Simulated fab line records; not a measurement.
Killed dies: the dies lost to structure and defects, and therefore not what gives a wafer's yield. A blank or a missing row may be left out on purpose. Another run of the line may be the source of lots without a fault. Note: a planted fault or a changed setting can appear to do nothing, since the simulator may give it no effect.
Matching of chambers + flow sky130 + SKY_VIA3_CMP_24 on cmp-01: 4 sister chambers
The step polishes, stops on SiO2, t overpolish 20 s, target thk 0 nm. 14 wafers are shown with their chamber, then 7 later ones without.

WAFERS PAIRED WITH THEIR CHAMBERS
| wafer  | chamber | motor_current_A (A) | time_to_endpoint_s (s) | overpolish_run_s (s) |
|--------|---------|---------------------|------------------------|----------------------|
| L154.1 | 0       | 12.6                | 92                     | 20.006               |
| L154.4 | 2       | 10.2                | 96                     | 19.997               |
| L154.5 | 2       | 10.2                | 96                     | 19.997               |
| L158.2 | 3       | 10.3                | 92                     | 20.011               |
| L158.3 | 1       | 13.8                | 90                     | 20.003               |
| L158.6 | 2       | 10.6                | 99                     | 20.014               |
| L159.3 | 1       | 13.5                | 85                     | 19.985               |
| L159.5 | 0       | 12.0                | 93                     | 20.006               |
| L159.6 | 1       | 12.9                | 91                     | 20.002               |
| L160.1 | 1       | 13.7                | 89                     | 19.999               |
| L160.2 | 0       | 12.5                | 88                     | 19.999               |
| L160.5 | 2       | 10.5                | 93                     | 20.003               |
| L161.1 | 3       | 10.7                | 87                     | 20.007               |
| L161.4 | 2       | 10.5                | 95                     | 19.995               |

SIGNATURES (averages over the wafers above)
| reading            | chamber 0 | chamber 1 | chamber 2 | chamber 3 | scatter within a chamber |
|--------------------|-----------|-----------|-----------|-----------|--------------------------|
| motor_current_A    | 12.367    | 13.475    | 10.400    | 10.500    | 0.302                    |
| time_to_endpoint_s | 91.00     | 88.75     | 95.80     | 89.50     | 2.57                     |
| overpolish_run_s   | 20.00367  | 19.99725  | 20.00120  | 20.00900  | 0.007                    |
Rule: a wafer lies at a distance from a chamber equal to the root of the sum of squares, over the readings, of (its reading less the chamber's mean, divided by the reading's scatter). If the next closest chamber is less than 2 further off than the closest, the wafer can't be placed; otherwise it belongs to the closest. How the scatter is found: for the shown wafers, subtract from each reading the mean of its chamber, square and add these, divide the total by (wafers less chambers), then take the root.

WAFERS WITH NO CHAMBER GIVEN
| wafer  | motor_current_A (A) | time_to_endpoint_s (s) | overpolish_run_s (s) |
|--------|---------------------|------------------------|----------------------|
| L161.5 | 13.0                | 86                     | 19.999               |
| L166.1 | 10.3                | 97                     | 19.999               |
| L166.3 | 10.1                | 92                     | 19.997               |
| L166.6 | 10.4                | 91                     | 19.983               |
| L170.1 | 10.2                | 91                     | 19.996               |
| L170.3 | 13.2                | 94                     | 20.001               |
| L170.4 | 13.3                | 89                     | 20.001               |

CHAMBER TAKEN BY EACH
| wafer  | from the rows above     | in truth |
|--------|-------------------------|----------|
| L161.5 | can't be placed: 1 or 0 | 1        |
| L166.1 | 2                       | 2        |
| L166.3 | can't be placed: 2 or 3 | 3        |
| L166.6 | can't be placed: 2 or 3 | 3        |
| L170.1 | can't be placed: 2 or 3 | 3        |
| L170.3 | can't be placed: 1 or 0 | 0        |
| L170.4 | 1                       | 1        |
2 of 7 placed correctly. Cannot be placed on the basis of these rows: 5; the candidates contain the true chamber in 5. Placed wrongly: 0.
